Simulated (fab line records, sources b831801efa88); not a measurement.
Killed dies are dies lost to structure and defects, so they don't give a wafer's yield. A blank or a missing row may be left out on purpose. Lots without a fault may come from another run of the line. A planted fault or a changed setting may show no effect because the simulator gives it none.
Problem report in the 8D (eight disciplines) form, filled by code | flow sky130 | the parts of the form that need people (team, actions taken, sign-off) are left out

1. THE PROBLEM
spin_speed_rpm at SKY_LOCAL_INTERCONNECT_COAT_06 reads a mean of 2927.6 rpm on 6 wafers of 2 lots; wafers without a fault read 3000.4 rpm with a standard deviation of 1.9. That is -38 standard deviations from the usual mean.
The step: resist thk 450 nm.
First seen on wafer L534.2, day 32 20:00, on litho_track-04. The record holds 18 wafers of 6 lots with a number at this step. Rule for "out", or "out of limits": more than 4 standard deviations from the usual mean. The other wafers with a number count as sound.

2. WHAT IT IS AND WHAT IT IS NOT
question                    | is                     | is not
which readings at this step | spin_speed_rpm         | -
which lots                  | L534, L535             | L526, L527, L545, L547
which wafers of those lots  | all that have a number | -
read on which tools         | litho_track-04         | litho_track-03
when                        | from day 32 20:00      | up to then (6 sound wafers); but 6 sound wafers of L545, L547 came after

3. SUSPECTS, AND WHAT RULES EACH OUT
Counting: a tool at a process step up to the reading stays a suspect if it ran every lot that is out and no sound lot after the first of them.
- cmp-01 at SKY_LI_CONTACT_CMP_24 (polishes, stops on PSG, t overpolish 20 s, target thk 0 nm): ruled out as a lasting fault. Sound lots L545, L547 ran on it after its first lot that is out, L534 (day 32 05:28).
- litho_track-04 at SKY_LOCAL_INTERCONNECT_COAT_06 (resist thk 450 nm): kept. It ran every lot that is out, first L534 (day 32 20:00), and no sound lot after that; its last sound lot up to then is L527 (day 30 09:00). Its own readings are out on those wafers: spin_speed_rpm.
Left after counting: litho_track-04 at SKY_LOCAL_INTERCONNECT_COAT_06.

4. THE CAUSE (what the simulator had put in)
Process parameter drift: litho_track-04, from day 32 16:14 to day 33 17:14, at SKY_LOCAL_INTERCONNECT_COAT_06. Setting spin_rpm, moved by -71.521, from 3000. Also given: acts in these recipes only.
Counting left only this tool.

5. THE CHAIN OF EFFECTS, in route order
Each row: a reading whose mean over the struck wafers that have a number lies more than 3 standard deviations from the usual. Only readings for which the record gives a usual standard deviation are gone through. hours: the time from each lot's start at the first step in this table that gives one to its start at this step, as a median over the lots. sigmas: the change in usual standard deviations.
hours | step                           | reading        | usual      | on struck wafers | change | sigmas
0     | SKY_LOCAL_INTERCONNECT_COAT_06 | spin_speed_rpm | 3000.4 rpm | 2927.6           | -72.8  | -38
The process steps in it:
- SKY_LOCAL_INTERCONNECT_COAT_06: resist thk 450 nm.
Later measuring or inspecting steps at which every struck wafer that the step has a row for has a number for every such reading, and none has moved that far: SKY_LOCAL_INTERCONNECT_CD_MEAS_11, SKY_LOCAL_INTERCONNECT_OVL_MEAS_12.

6. WHAT WOULD HAVE CAUGHT IT SOONER
In this record the first reading out of limits was taken at day 32 20:00, 4 hours after the fault began at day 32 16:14.
